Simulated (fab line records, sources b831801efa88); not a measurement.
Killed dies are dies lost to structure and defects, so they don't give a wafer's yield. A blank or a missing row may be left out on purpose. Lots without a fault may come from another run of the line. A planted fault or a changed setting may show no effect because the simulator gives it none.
Problem report in the 8D (eight disciplines) form, filled by code | flow sky130 | the parts of the form that need people (team, actions taken, sign-off) are left out

1. THE PROBLEM
chamber_pressure_pa at SKY_LI_CONTACT_SPUTTER_20 reads a mean of 3.885 Pa on 6 wafers of 2 lots; wafers without a fault read 5.001 Pa with a standard deviation of 0.0097. That is -99 or more standard deviations from the usual mean.
The step: material TiN, target thk 20 nm, time 80 s.
First seen on wafer L553.1, day 33 18:14, on pvd_sputter-03. The record holds 18 wafers of 6 lots with a number at this step. Rule for "out", or "out of limits": more than 4 standard deviations from the usual mean. The other wafers with a number count as sound.

2. WHAT IT IS AND WHAT IT IS NOT
question                    | is                     | is not
which readings at this step | chamber_pressure_pa    | -
which lots                  | L553, L556             | L543, L545, L559, L561
which wafers of those lots  | all that have a number | -
read on which tools         | pvd_sputter-03         | pvd_sputter-01, pvd_sputter-02
when                        | from day 33 18:14      | up to then (6 sound wafers); but 6 sound wafers of L559, L561 came after

3. SUSPECTS, AND WHAT RULES EACH OUT
Counting: a tool at a process step up to the reading stays a suspect if it ran every lot that is out and no sound lot after the first of them.
- rie_diel-01 at SKY_LI_CONTACT_ETCH_14 (etches BARC in N2/H2, stops on SiO2, time 45.9 s, target depth 60 nm): kept. It ran every lot that is out, first L553 (day 33 17:43), and no sound lot after that.
- rie_diel-01 at SKY_LI_CONTACT_ETCH_15 (etches PSG in C4F8/O2/Ar, stops on Si, target depth 600 nm): kept. It ran every lot that is out, first L553 (day 33 17:45), and no sound lot after that.
- pvd_sputter-03 at SKY_LI_CONTACT_SPUTTER_19 (material Ti, target thk 20 nm, time 106.37 s): kept. It ran every lot that is out, first L553 (day 33 18:09), and no sound lot after that; its last sound lot up to then is L545 (day 30 22:46).
- pvd_sputter-03 at SKY_LI_CONTACT_SPUTTER_20 (material TiN, target thk 20 nm, time 80 s): kept. It ran every lot that is out, first L553 (day 33 18:14), and no sound lot after that; its last sound lot up to then is L545 (day 30 22:51). Its own readings are out on those wafers: chamber_pressure_pa.
Left after counting: rie_diel-01 at SKY_LI_CONTACT_ETCH_14, rie_diel-01 at SKY_LI_CONTACT_ETCH_15, pvd_sputter-03 at SKY_LI_CONTACT_SPUTTER_19, pvd_sputter-03 at SKY_LI_CONTACT_SPUTTER_20.

4. THE CAUSE (what the simulator had put in)
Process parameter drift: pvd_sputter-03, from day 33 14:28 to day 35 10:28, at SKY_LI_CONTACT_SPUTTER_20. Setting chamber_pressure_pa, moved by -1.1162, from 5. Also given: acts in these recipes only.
Counting left 4 suspects, and this tool is among them.

5. THE CHAIN OF EFFECTS, in route order
Each row: a reading whose mean over the struck wafers that have a number lies more than 3 standard deviations from the usual. Only readings for which the record gives a usual standard deviation are gone through. hours: the time from each lot's start at the first step in this table that gives one to its start at this step, as a median over the lots. sigmas: the change in usual standard deviations.
hours | step                      | reading             | usual    | on struck wafers | change | sigmas
0     | SKY_LI_CONTACT_SPUTTER_20 | chamber_pressure_pa | 5.001 Pa | 3.885            | -1.116 | -99 or more
0     | SKY_LI_CONTACT_SPUTTER_20 | throttle_valve_pct  | 29.8 %   | 33.7             | +3.9   | +5.2
The process steps in it:
- SKY_LI_CONTACT_SPUTTER_20: material TiN, target thk 20 nm, time 80 s.

6. WHAT WOULD HAVE CAUGHT IT SOONER
In this record the first reading out of limits was taken at day 33 18:14, 4 hours after the fault began at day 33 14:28.
